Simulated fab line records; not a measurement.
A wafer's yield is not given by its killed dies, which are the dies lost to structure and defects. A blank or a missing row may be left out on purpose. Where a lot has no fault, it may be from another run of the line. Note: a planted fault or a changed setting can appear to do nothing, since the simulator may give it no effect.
A struck lot beside a sound one | flow sky130 | 44 out of 708 route steps
Sound: the wafers L500.3, L500.4, L500.6. Struck: wafers L495.3, L495.4 (left out: L495.1, a lot-mate that was not struck); the cause follows at the end.
At each step with rows: each side's tool, then ch and its chambers, then its first start. Under that, the readings that differ: sound wafers | struck wafers | difference of the means | sigmas: that difference in standard deviations of wafers without a fault.
alike: readings with means less than 2 such deviations apart, plus words and numbers identical on both sides. not compared: withheld readings, readings lacking a value on some wafer, bounds such as >300 that could conceal the same value, and numbers that have no deviation in the record and whose values overlap.
A row with sigmas, a row that says differs or no value, or rows on one side alone: a step with any of these is where the two part. Numbers that don't overlap but have no deviation are shown without sigmas and don't part them. A reading that every wafer of one side lacks parts them only if that side has two wafers or more.

first, 3 steps without rows for these wafers: SKY_VIA2_CLEAN_18 (cleans in IPA, time 180 s); SKY_VIA2_CLEAN_19 (cleans in O3/DIW); SKY_VIA2_SPUTTER_20 (material TiN, target thk 20 nm, time 80 s).
SKY_VIA2_CVD_21: deposits W, target thk 420 nm, time 126.4 s.
  sound on cvd w-01 ch 0,1, day 41 20:53; struck on cvd w-01 ch 0,1, day 39 19:29
  alike: heater power w
  not compared: since wet clean h
SKY_VIA2_RS_MEAS_22: measures by four-point-probe.
  struck on film metro-02, day 39 19:37; sound on film metro-04, day 41 21:01
  alike: VIA2_W_RS
SKY_VIA2_THK_MEAS_23: measures by xrf.
  struck on film metro-02, day 39 19:44; sound on film metro-04, day 41 21:07
  alike: VIA2_W_THK
then, 2 steps without rows for these wafers: SKY_VIA2_CMP_24 (polishes, stops on SiO2, t overpolish 20 s, target thk 0 nm); SKY_METAL3_SPUTTER_00 (material Ti, target thk 15 nm, time 10 s).
SKY_METAL3_SPUTTER_01: material TiN, target thk 20 nm, time 16.7 s.
  struck on pvd sputter-01, day 39 20:08; sound on pvd sputter-02, day 41 21:29
  alike: throttle valve pct
SKY_METAL3_SPUTTER_02: material AlCu, target thk 735 nm, time 39.1 s.
  struck on pvd sputter-01, day 39 20:10; sound on pvd sputter-02, day 41 21:31
  alike: throttle valve pct
then, 2 steps without rows for these wafers: SKY_METAL3_SPUTTER_03 (material Ti, target thk 5 nm, time 3.3 s); SKY_METAL3_SPUTTER_04 (material TiN, target thk 70 nm, time 58.3 s).
SKY_CAPM_CVD_00: deposits SiO2, target thk 15.5 nm.
  sound on pecvd-04 ch 1,2, day 41 21:37; struck on pecvd-03 ch 0,2, day 39 20:16
  reading                               | sound             | struck      | difference | sigmas
  heater power w (W)                    | 850 823 865       | 625 548     | -260       | -2
  model.SiO2_of_CAPM_CVD_00.thk nm (nm) | 15.32 15.57 15.45 | 21.72 22.07 | +6.45      |
SKY_CAPM_THK_MEAS_01:
  struck on film metro-04, day 39 20:17; sound on film metro-03, day 41 21:39
  reading              | sound             | struck      | difference | sigmas
  CAPM_CVD_00_THK (nm) | 15.34 15.58 15.45 | 21.76 22.06 | +6.45      | +22
SKY_CAPM_SPUTTER_02: material TiN, target thk 200 nm, time 166.7 s.
  struck on pvd sputter-04, day 39 20:21; sound on pvd sputter-04, day 41 21:41
  alike: throttle valve pct
SKY_CAPM_RS_MEAS_03: measures by four-point-probe.
  struck on film metro-03, day 39 20:28; sound on film metro-03, day 41 21:50
  alike: CAPM_TIN_RS
SKY_CAPM_THK_MEAS_04: measures by xrf.
  struck on film metro-03, day 39 20:35; sound on film metro-03, day 41 21:56
  alike: CAPM_TIN_THK
then, 7 steps without rows for these wafers: SKY_CAPM_DEHYDRATE_05 (time 60 s); SKY_CAPM_HMDS_06 (prime time 60 s); SKY_CAPM_COAT_07 (resist thk 1140 nm); SKY_CAPM_SOFTBAKE_08 (time 60 s); SKY_CAPM_EXPOSE_09 (exposes mask CAPM, target cd 1000 nm); SKY_CAPM_PEB_10; SKY_CAPM_DEVELOP_11 (develop time 60 s).
SKY_CAPM_OVL_MEAS_12:
  struck on overlay-01, day 40 20:54; sound on overlay-01, day 42 20:32
  alike: CAPM_OVL
then, 1 step without rows for these wafers: SKY_CAPM_METAL_ETCH_13 (etches TiN in Cl2/BCl3, stops on SiO2, target depth 220 nm, time 62.9 s).
SKY_CAPM_STRIP_14: strips in O2/N2.
  sound on plasma asher-02 ch 0,1, day 42 20:40; struck on plasma asher-02 ch 0,1, day 40 21:01
  reading                      | sound             | struck      | difference | sigmas
  strip time to endpoint s (s) | 12.56 12.56 12.54 | 12.76 12.73 | +0.19      | +3
  alike: drypump motor current A, oes product au
  not compared: rf hours counter h
then, 11 steps without rows for these wafers: SKY_CAPM_STRIP_15 (strips in post etch residue remover, time 1200 s); SKY_CAPM_CLEAN_16 (cleans in IPA, time 180 s); SKY_CAPM_CLEAN_17 (cleans in O3/DIW); SKY_METAL3_DEHYDRATE_05 (time 60 s); SKY_METAL3_HMDS_06 (prime time 60 s); SKY_METAL3_COAT_07 (resist thk 60 nm); SKY_METAL3_COAT_08 (resist thk 1140 nm); SKY_METAL3_SOFTBAKE_09 (time 90 s); SKY_METAL3_EXPOSE_10 (exposes mask MM3, target cd 300 nm); SKY_METAL3_PEB_11; SKY_METAL3_DEVELOP_12 (develop time 60 s).
SKY_METAL3_CD_MEAS_13: target cd 300 nm.
  struck on cd sem-02, day 41 21:37; sound on cd sem-01, day 43 20:12
  alike: cd nm
SKY_METAL3_OVL_MEAS_14:
  struck on overlay-02, day 41 21:44; sound on overlay-01, day 43 20:17
  alike: METAL3_OVL
then, 2 steps without rows for these wafers: SKY_METAL3_DESCUM_15 (chemistry O2, time 8 s); SKY_METAL3_ETCH_16 (etches BARC in N2/H2, stops on SiO2, time 88.2 s, target depth 60 nm).
SKY_METAL3_ETCH_17: etches SiO2 in C4F8/O2/Ar, stops on TiN, time 3.9 s, target depth 15 nm.
  sound on rie diel-03 ch 1,2, day 43 20:35; struck on rie diel-02 ch 0,3, day 41 21:54
  reading                  | sound             | struck      | difference | sigmas
  oes product au (a.u.)    | 0.753 0.758 0.754 | 0.906 0.922 | +0.159     | +20
  model.etch.depth nm (nm) | 15.32 15.57 15.45 | 21.72 22.07 | +6.45      |
  alike: bias w
  not compared: rf hours counter h
-- the record jumps here: 7 days lie between the struck wafers' starts before and after (it left off in module METAL3 and takes up again in module PAD_OPEN, whose first step shown is number 708 of the route) --
SKY_PAD_OPEN_PROBE_99:
  struck on prober-02, day 48 14:20; sound on prober-02, day 50 02:59
  reading                               | sound                | struck             | difference | sigmas
  model.etest.tester.sort n pass        | 387 413 409          | 29 5               | -386       |
  model.etest.tester.sort yield pct (%) | 78.66 83.94 83.13    | 5.894 1.016        | -78.455    |
  model.etest.tester.sort_bin_5_pct (%) | 13.01 8.943 10.57    | 88.01 91.87        | +79.10     |
  model.etest.cap mim.bv v (V)          | 13.43 13.79 13.61    | 19.44 19.41        | +5.82      |
  model.etest.cap mim.leak log10 a cm2  | -9.019 -8.965 -9.129 | -10.23 -10.27      | -1.21      |
  model.etest.cap mim.c ff um2          | 2.353 2.334 2.382    | 1.671 1.631        | -0.705     |
  model.etest.tester.sort_bin_8_pct (%) | 0 0 0                | 5.15e-12 1.715e-07 | +8.58e-08  |
  alike: defect limited yield, killed_at_M0_to_M3, killed_at_M4_up, killed at contacts, killed at front end, killed at other, killed dies, killed open, killed short

## WHERE THEY PART
Last at SKY_METAL3_ETCH_17 as far as this record goes, first at SKY_CAPM_CVD_00. Later steps at which nothing parts them and some readings are alike: SKY_PAD_OPEN_PROBE_99.

WHY: what the simulator had put in
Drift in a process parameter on pecvd-03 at SKY_CAPM_CVD_00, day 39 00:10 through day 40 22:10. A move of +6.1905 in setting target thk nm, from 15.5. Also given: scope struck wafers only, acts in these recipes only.
